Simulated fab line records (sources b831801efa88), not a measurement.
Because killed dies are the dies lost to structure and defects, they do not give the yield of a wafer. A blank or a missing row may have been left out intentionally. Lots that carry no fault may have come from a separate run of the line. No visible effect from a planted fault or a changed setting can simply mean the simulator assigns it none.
The tool behind it: which one? | flow sky130 | 36 wafers from 12 lots sampled at 5 of the route's 708 steps

## WHAT EACH GAUGE READ, for each wafer
SKY_LI_CONTACT_OVL_MEAS_13.
lot  | measured     | on         | LI_CONTACT_OVL (nm)
L709 | day 29 20:50 | overlay-01 | 14 7 16
L712 | day 30 11:08 | overlay-02 | -2 3 0
L713 | day 30 15:37 | overlay-02 | 2 1 6
L714 | day 30 21:08 | overlay-01 | 12 6 6
L716 | day 31 14:31 | overlay-01 | -1 -3 -4
L717 | day 31 19:01 | overlay-02 | 6 5 6
L721 | day 33 02:11 | overlay-02 | 9 8 8
L722 | day 33 10:25 | overlay-02 | -1 -5 -4
L725 | day 34 08:53 | overlay-02 | -9 -3 -5
L728 | day 35 05:19 | overlay-01 | 7 4 3
L729 | day 35 17:02 | overlay-01 | 0 7 3
L731 | day 36 02:13 | overlay-02 | -1 -4 -2

SKY_LOCAL_INTERCONNECT_CD_MEAS_11: the cd target is 170 nm.
lot  | measured     | on       | cdNm (nm)
L709 | day 31 02:19 | cdSem-02 | 170.5 171.1 171.5
L712 | day 31 16:39 | cdSem-01 | 168.5 170.6 169.8
L713 | day 31 20:35 | cdSem-01 | 172.6 173.4 173.2
L714 | day 32 02:13 | cdSem-02 | 169.8 171.1 169.8
L716 | day 32 18:24 | cdSem-01 | 170.3 172.3 169.3
L717 | day 32 23:19 | cdSem-01 | 167.7 168.2 169.5
L721 | day 34 06:41 | cdSem-01 | 172.3 171.6 172.7
L722 | day 34 13:54 | cdSem-01 | 169.4 169.2 170.2
L725 | day 35 12:59 | cdSem-02 | 168.3 169.3 169.0
L728 | day 36 08:21 | cdSem-01 | 139.8 153.0 144.6 139.7 153.0 144.5
L729 | day 36 19:27 | cdSem-01 | 147.6 133.0 166.7 147.9 132.9 166.4
L731 | day 37 06:00 | cdSem-01 | 166.1 167.8 166.5

## WHAT TOOL EACH LOT RAN ON (gives the tool, then ch and the chambers of the sampled wafers, and finally the start)
lot  | SKY_LI_CONTACT_CMP_02         | SKY_LI_CONTACT_SPUTTER_20   | SKY_LOCAL_INTERCONNECT_EXPOSE_08
L709 | cmp-02 ch 1,2, day 28 15:34   | pvdSputter-04, day 29 21:22 | krfScanner-01 ch 0, day 30 13:01
L712 | cmp-02 ch 0,1,2, day 29 05:53 | pvdSputter-04, day 30 11:40 | krfScanner-01 ch 0, day 31 02:23
L713 | cmp-01 ch 0,2,3, day 29 11:01 | pvdSputter-02, day 30 16:09 | krfScanner-02 ch 0, day 31 06:49
L714 | cmp-02 ch 1,2,3, day 29 15:48 | pvdSputter-02, day 30 21:39 | krfScanner-02 ch 0, day 31 13:40
L716 | cmp-02 ch 0,2,3, day 30 10:47 | pvdSputter-02, day 31 15:03 | krfScanner-02 ch 0, day 32 04:28
L717 | cmp-01 ch 0,1,3, day 30 14:01 | pvdSputter-04, day 31 19:33 | krfScanner-01 ch 0, day 32 09:24
L721 | cmp-01 ch 0,2,3, day 31 22:29 | pvdSputter-04, day 33 02:44 | krfScanner-02 ch 0, day 33 17:11
L722 | cmp-01 ch 0,1,2, day 32 07:07 | pvdSputter-04, day 33 10:56 | krfScanner-01 ch 0, day 34 01:16
L725 | cmp-01 ch 1,2, day 33 05:50   | pvdSputter-01, day 34 09:25 | krfScanner-01 ch 0, day 35 00:41
L728 | cmp-02 ch 1,2,3, day 34 02:34 | pvdSputter-02, day 35 05:52 | krfScanner-02 ch 0, day 35 19:51
L729 | cmp-01 ch 1,2,3, day 34 14:19 | pvdSputter-04, day 35 17:34 | krfScanner-02 ch 0, day 36 07:24
L731 | cmp-01 ch 0,2,3, day 34 23:26 | pvdSputter-01, day 36 02:46 | krfScanner-01 ch 0, day 36 16:41
- SKY_LI_CONTACT_CMP_02: polishes PSG.
- SKY_LI_CONTACT_SPUTTER_20: material TiN, target thk 20 nm, time 80 s.
- SKY_LOCAL_INTERCONNECT_EXPOSE_08: exposes mask LI1M, target cd 170 nm.

## WHAT THE TOOLS THEMSELVES READ (means of the sampled wafers that have a number; where no wafer has one, the mark that the record gives instead)
SKY_LI_CONTACT_CMP_02.
lot  | tool   | motorCurrentA (A) | platenRpm (rpm) | timeToEndpointS (s)
L709 | cmp-02 | 12.5              | 59.99           | 31
L712 | cmp-02 | 12.3              | 60.00           | 28
L713 | cmp-01 | 11.8              | 60.01           | 31
L714 | cmp-02 | 12.7              | 60.02           | 31
L716 | cmp-02 | 11.8              | 60.00           | 30
L717 | cmp-01 | 12.5              | 60.07           | 34
L721 | cmp-01 | 11.8              | 60.01           | 31
L722 | cmp-01 | 13.0              | 59.99           | 35
L725 | cmp-01 | 12.5              | 59.96           | 37
L728 | cmp-02 | 12.2              | 60.04           | 32
L729 | cmp-01 | 11.6              | 59.98           | 33
L731 | cmp-01 | 11.6              | 59.99           | 29

SKY_LI_CONTACT_SPUTTER_20.
lot  | tool          | cathodeDcPowerW (W) | throttleValvePct (%)
L709 | pvdSputter-04 | 4000.9              | 30.0
L712 | pvdSputter-04 | 4000.2              | 30.6
L713 | pvdSputter-02 | 4000.2              | 30.1
L714 | pvdSputter-02 | 3999.9              | 30.3
L716 | pvdSputter-02 | 3999.7              | 30.7
L717 | pvdSputter-04 | 4000.3              | 30.3
L721 | pvdSputter-04 | 4000.4              | 29.8
L722 | pvdSputter-04 | 4000.4              | 29.5
L725 | pvdSputter-01 | 4000.3              | 30.0
L728 | pvdSputter-02 | 3999.9              | 31.0
L729 | pvdSputter-04 | 4000.2              | 30.1
L731 | pvdSputter-01 | 3999.6              | 30.1

SKY_LOCAL_INTERCONNECT_EXPOSE_08.
lot  | tool          | exposureDoseMJCm2
L709 | krfScanner-01 | 28.006
L712 | krfScanner-01 | 27.998
L713 | krfScanner-02 | 28.016
L714 | krfScanner-02 | 28.003
L716 | krfScanner-02 | 27.994
L717 | krfScanner-01 | 28.013
L721 | krfScanner-02 | 28.008
L722 | krfScanner-01 | 28.010
L725 | krfScanner-01 | 27.963
L728 | krfScanner-02 | 27.356
L729 | krfScanner-02 | 27.373
L731 | krfScanner-01 | 28.054

## THE ANSWER, worked out from the rows above alone
Rule: what is usual is taken from the lots themselves. Put in order of their means at a reading, lots are off if they are a third of the lots or fewer, leave a main group of 4 or more, and stand apart from it by a gap of 3 or more times the standard deviation of the main group's means; of several such gaps the widest counts. Not used: any main group whose means are identical at the precision the tables above print for the reading. A lot without any number at a reading at which 4 lots or more have one is off too. The other lots that the step has rows for count as sound. First the gauges in route order, then the tools' own readings, where a lot's mean is used as printed above. At the first step where some lot is off, the reading lying furthest off is the one used; lots without a number count as furthest.
Off: L728, L729, at SKY_LOCAL_INTERCONNECT_CD_MEAS_11 (cdNm). Main group: mean 170.1 nm, sd 1.7.
If a tool, at a process step before that reading, ran all the lots that are off and no sound lot after the first of them, it fits. Not tried: the gauges at SKY_LOCAL_INTERCONNECT_CD_MEAS_11; whatever is off there is also off at SKY_LOCAL_INTERCONNECT_EXPOSE_08, on other tools, and gauge error can't account for it. One fits: SKY_LOCAL_INTERCONNECT_EXPOSE_08 on krfScanner-02. A fault onset in the window from L721 (day 33 17:11, its last sound lot) to L728 (day 35 19:51, its first lot off) fits.
On the lots that are off, the tool's own readings at SKY_LOCAL_INTERCONNECT_EXPOSE_08 differ by more than 5 times the standard deviation of the sound lots' means, which bears it out; exposureDoseMJCm2 reads 27.364 there versus 28.006 on the sound lots.

## WHAT THE SIMULATOR HAD PUT IN
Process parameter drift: krfScanner-02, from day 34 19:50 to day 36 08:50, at SKY_LOCAL_INTERCONNECT_EXPOSE_08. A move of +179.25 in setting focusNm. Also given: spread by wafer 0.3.
Shown lots that were struck: L728, L729. The rule above reached the same finding.
